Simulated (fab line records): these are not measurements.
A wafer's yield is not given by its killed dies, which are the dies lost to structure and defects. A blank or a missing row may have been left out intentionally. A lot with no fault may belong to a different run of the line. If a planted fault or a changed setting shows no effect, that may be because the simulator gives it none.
Which tool did it? + flow sky130 + 15 lots, 45 wafers sampled, at 4 steps of a route of 708

## WHAT THE GAUGES SHOWED, per wafer
Not one reading of a measure or inspect step in the record can be checked against a usual standard deviation.

## WHICH TOOL RAN EACH LOT (tool, then ch and the chambers of the sampled wafers, then the start)
| lot  | SKY_METAL4_SPUTTER_02        | SKY_METAL4_SPUTTER_03        | SKY_METAL5_METAL_ETCH_15          | SKY_PAD_OPEN_ANNEAL_12        |
|------|------------------------------|------------------------------|-----------------------------------|-------------------------------|
| L195 | pvd_sputter-03, day 39 17:10 | pvd_sputter-03, day 39 17:12 | rie_metal-02 ch 0,1, day 43 20:35 | furnace-02 ch 0, day 45 17:09 |
| L197 | pvd_sputter-03, day 39 22:50 | pvd_sputter-03, day 39 22:52 | rie_metal-02 ch 0,1, day 43 23:59 | furnace-02 ch 0, day 45 20:58 |
| L198 | pvd_sputter-03, day 40 17:03 | pvd_sputter-03, day 40 17:05 | rie_metal-02 ch 0,1, day 44 19:11 | furnace-02 ch 0, day 46 14:54 |
| L199 | pvd_sputter-03, day 40 17:46 | pvd_sputter-03, day 40 17:47 | rie_metal-03 ch 0,1, day 44 18:53 | furnace-01 ch 0, day 46 13:58 |
| L200 | pvd_sputter-02, day 41 07:11 | pvd_sputter-02, day 41 07:14 | rie_metal-02 ch 0,1, day 45 04:47 | furnace-01 ch 0, day 46 23:44 |
| L202 | pvd_sputter-02, day 41 21:38 | pvd_sputter-02, day 41 21:40 | rie_metal-04 ch 0,1, day 45 20:35 | furnace-01 ch 0, day 47 14:31 |
| L203 | pvd_sputter-02, day 42 04:19 | pvd_sputter-02, day 42 04:21 | rie_metal-04 ch 0,1, day 46 01:17 | furnace-02 ch 0, day 47 20:22 |
| L204 | pvd_sputter-03, day 42 16:49 | pvd_sputter-03, day 42 16:51 | rie_metal-02 ch 0,1, day 46 10:47 | furnace-01 ch 0, day 48 04:52 |
| L206 | pvd_sputter-04, day 43 01:22 | pvd_sputter-04, day 43 01:24 | rie_metal-03 ch 0,1, day 46 20:08 | furnace-01 ch 0, day 48 12:54 |
| L208 | pvd_sputter-03, day 43 22:29 | pvd_sputter-03, day 43 22:32 | rie_metal-03 ch 0,1, day 47 13:29 | furnace-01 ch 0, day 49 03:51 |
| L209 | pvd_sputter-03, day 43 22:47 | pvd_sputter-03, day 43 22:50 | rie_metal-02 ch 0,1, day 47 13:46 | furnace-02 ch 0, day 49 04:16 |
| L210 | pvd_sputter-02, day 44 09:49 | pvd_sputter-02, day 44 09:52 | rie_metal-04 ch 0,1, day 48 01:12 | furnace-02 ch 0, day 49 14:40 |
| L211 | pvd_sputter-04, day 44 16:10 | pvd_sputter-04, day 44 16:12 | rie_metal-04 ch 0,1, day 48 05:38 | furnace-01 ch 0, day 49 19:21 |
| L214 | pvd_sputter-03, day 45 05:45 | pvd_sputter-03, day 45 05:47 | rie_metal-02 ch 1, day 48 16:47   | furnace-02 ch 0, day 50 04:47 |
| L215 | pvd_sputter-02, day 45 14:16 | pvd_sputter-02, day 45 14:18 | rie_metal-03 ch 0, day 48 23:10   | furnace-02 ch 0, day 50 10:46 |
- SKY_METAL4_SPUTTER_02: material AlCu, target thk 735 nm, time 39.1 s.
- SKY_METAL4_SPUTTER_03: material Ti, target thk 5 nm, time 3.3 s.
- SKY_METAL5_METAL_ETCH_15: etches the open film in Cl2/BCl3, stops on SiO2, target depth 1260 nm, time 252 s.
- SKY_PAD_OPEN_ANNEAL_12

## AS READ BY THE TOOLS THEMSELVES (means over the sampled wafers that have a number; for cases with no such wafer, the mark the record gives instead)
SKY_METAL4_SPUTTER_02. Usual: 30.2 % for throttle_valve_pct, sd 0.75.
| lot  | tool           | throttle_valve_pct (%) | flag |
|------|----------------|------------------------|------|
| L195 | pvd_sputter-03 | 30.1                   |      |
| L197 | pvd_sputter-03 | 30.0                   |      |
| L198 | pvd_sputter-03 | 29.9                   |      |
| L199 | pvd_sputter-03 | 30.1                   |      |
| L200 | pvd_sputter-02 | 29.4                   |      |
| L202 | pvd_sputter-02 | 30.3                   |      |
| L203 | pvd_sputter-02 | 29.6                   |      |
| L204 | pvd_sputter-03 | 30.4                   |      |
| L206 | pvd_sputter-04 | 30.4                   |      |
| L208 | pvd_sputter-03 | 30.4                   |      |
| L209 | pvd_sputter-03 | 30.0                   |      |
| L210 | pvd_sputter-02 | 29.4                   |      |
| L211 | pvd_sputter-04 | 30.9                   |      |
| L214 | pvd_sputter-03 | 30.5                   |      |
| L215 | pvd_sputter-02 | 29.4                   |      |

SKY_METAL4_SPUTTER_03. Usual: 30.2 % for throttle_valve_pct, sd 0.72.
| lot  | tool           | throttle_valve_pct (%) | flag |
|------|----------------|------------------------|------|
| L195 | pvd_sputter-03 | 30.2                   |      |
| L197 | pvd_sputter-03 | 30.2                   |      |
| L198 | pvd_sputter-03 | 30.0                   |      |
| L199 | pvd_sputter-03 | 30.2                   |      |
| L200 | pvd_sputter-02 | 29.5                   |      |
| L202 | pvd_sputter-02 | 30.2                   |      |
| L203 | pvd_sputter-02 | 29.3                   |      |
| L204 | pvd_sputter-03 | 30.6                   |      |
| L206 | pvd_sputter-04 | 30.5                   |      |
| L208 | pvd_sputter-03 | 30.2                   |      |
| L209 | pvd_sputter-03 | 30.2                   |      |
| L210 | pvd_sputter-02 | 29.5                   |      |
| L211 | pvd_sputter-04 | 30.6                   |      |
| L214 | pvd_sputter-03 | 30.5                   |      |
| L215 | pvd_sputter-02 | 29.6                   |      |

SKY_METAL5_METAL_ETCH_15. Usual: bias_w 48.50 W, standard deviation 0.16; drypump_motor_current_A 5.74 A, standard deviation 0.17; oes_product_au 0.894 a.u., standard deviation 0.005; throttle_valve_pct 22.264 %, standard deviation 0.0087.
| lot  | tool         | bias_w (W) | drypump_motor_current_A (A) | oes_product_au (a.u.) | throttle_valve_pct (%) | flag |
|------|--------------|------------|-----------------------------|-----------------------|------------------------|------|
| L195 | rie_metal-02 | 48.48      | 5.66                        | 0.892                 | 22.264                 |      |
| L197 | rie_metal-02 | 48.41      | 5.58                        | 0.891                 | 22.266                 |      |
| L198 | rie_metal-02 | 48.48      | 5.58                        | 0.890                 | 22.270                 |      |
| L199 | rie_metal-03 | 48.37      | 5.62                        | 0.892                 | 22.253                 |      |
| L200 | rie_metal-02 | 48.42      | 5.57                        | 0.893                 | 22.254                 |      |
| L202 | rie_metal-04 | 48.72      | 5.79                        | 0.895                 | 22.261                 |      |
| L203 | rie_metal-04 | 48.59      | 5.86                        | 0.898                 | 22.263                 |      |
| L204 | rie_metal-02 | 48.39      | 5.66                        | 0.895                 | 22.269                 |      |
| L206 | rie_metal-03 | 48.44      | 5.60                        | 0.896                 | 22.263                 |      |
| L208 | rie_metal-03 | 48.44      | 5.75                        | 0.896                 | 22.263                 |      |
| L209 | rie_metal-02 | 48.64      | 5.66                        | 0.891                 | 22.260                 |      |
| L210 | rie_metal-04 | 48.53      | 5.85                        | 0.895                 | 22.275                 |      |
| L211 | rie_metal-04 | 48.40      | 5.88                        | 0.893                 | 22.260                 |      |
| L214 | rie_metal-02 | 48.52      | 5.77                        | 0.892                 | 22.262                 |      |
| L215 | rie_metal-03 | 48.48      | 5.90                        | 0.894                 | 22.262                 |      |

SKY_PAD_OPEN_ANNEAL_12. Usual: ramp_up_c_per_min is 8.0001 with standard deviation 0.0015, spike_tc_centre_C is 400.5 C with standard deviation 1.1, spike_tc_lower_C is 400.3 C with standard deviation 0.99, spike_tc_upper_C is 398.9 C with standard deviation 0.9, tube_center_temp_C is 400 C with standard deviation 0.036, tube_center_temp_C_max is 401.01 with standard deviation 0.16, and zone_power_bottom_pct is 6.00 % with standard deviation 0.1.
| lot  | tool       | ramp_up_c_per_min | spike_tc_centre_C (C) | spike_tc_lower_C (C) | spike_tc_upper_C (C) | tube_center_temp_C (C) | tube_center_temp_C_max | zone_power_bottom_pct (%) | flag |
|------|------------|-------------------|-----------------------|----------------------|----------------------|------------------------|------------------------|---------------------------|------|
| L195 | furnace-02 | 7.9997            | 401.5                 | 400.1                | 398.4                | 400                    | 401.05                 | 5.91                      |      |
| L197 | furnace-02 | 7.9992            | 401.5                 | 401.1                | 398.5                | 400                    | 400.94                 | 5.90                      |      |
| L198 | furnace-02 | 7.9983            | 401.6                 | 400.7                | 399.6                | 400                    | 400.98                 | 5.88                      |      |
| L199 | furnace-01 | 7.9991            | 399.2                 | 401.3                | 397.8                | 400                    | 400.95                 | 6.08                      |      |
| L200 | furnace-01 | 8.0010            | 399.7                 | 400.8                | 399.3                | 400                    | 401.06                 | 6.13                      |      |
| L202 | furnace-01 | 8.0014            | 400.9                 | 401.2                | 399.4                | 400                    | 401.04                 | 6.17                      |      |
| L203 | furnace-02 | 7.9993            | 401.2                 | 400.3                | 398.8                | 400                    | 400.98                 | 5.91                      |      |
| L204 | furnace-01 | 8.0000            | 400.3                 | 400.1                | 399.2                | 400                    | 401.00                 | 6.04                      |      |
| L206 | furnace-01 | 8.0010            | 398.2                 | 397.8                | 396.7                | 397                    | 398.15                 | 5.99                      | OFF  |
| L208 | furnace-01 | 8.0005            | 396.8                 | 398.2                | 396.4                | 397                    | 398.35                 | 6.08                      | OFF  |
| L209 | furnace-02 | 8.0004            | 402.1                 | 399.6                | 399.5                | 400                    | 400.93                 | 5.91                      |      |
| L210 | furnace-02 | 7.9995            | 400.0                 | 400.6                | 398.7                | 400                    | 401.00                 | 5.92                      |      |
| L211 | furnace-01 | 7.9998            | 396.1                 | 397.3                | 396.7                | 397                    | 398.24                 | 6.05                      | OFF  |
| L214 | furnace-02 | 8.0001            | 401.5                 | 399.5                | 399.2                | 400                    | 401.09                 | 5.94                      |      |
| L215 | furnace-02 | 8.0004            | 400.3                 | 401.3                | 398.9                | 400                    | 400.98                 | 5.95                      |      |

## THE ANSWER, worked out from the rows above alone
Rule: take the mean of a lot's wafers that have a number; if it is more than 3 standard deviations from the usual mean, the lot is off. Also off: a lot with no number at a reading for which 4 or more lots have one. The other lots that the step has rows for count as sound. First the gauges in route order, then the tools' own readings, where a lot's mean is used as printed above. At the first step where some lot is off, the reading lying furthest off is the one used; lots without a number count as furthest.
Off: L206, L208, L211 (SKY_PAD_OPEN_ANNEAL_12, tube_center_temp_C).
A tool fits if, at that step or a process step before it, it ran every lot that is off, and no sound lot after the first of them. One fits: furnace-01 at SKY_PAD_OPEN_ANNEAL_12. A fault onset in the window from L204 (day 48 04:52, its last sound lot) to L206 (day 48 12:54, its first lot off) fits.
The tool's own readings at SKY_PAD_OPEN_ANNEAL_12 bear it out: on the lots that are off they differ by more than 5 times the standard deviation of the sound lots' means. tube_center_temp_C reads 397 C there against 400 C on the sound lots; tube_center_temp_C_max reads 398.25 there against 401.00 on the sound lots.

## WHAT THE SIMULATOR HAD INSERTED
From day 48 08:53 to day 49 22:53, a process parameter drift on furnace-01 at SKY_PAD_OPEN_ANNEAL_12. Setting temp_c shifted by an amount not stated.
Shown lots that were struck: L206, L208, L211. The same result came from the rule above.
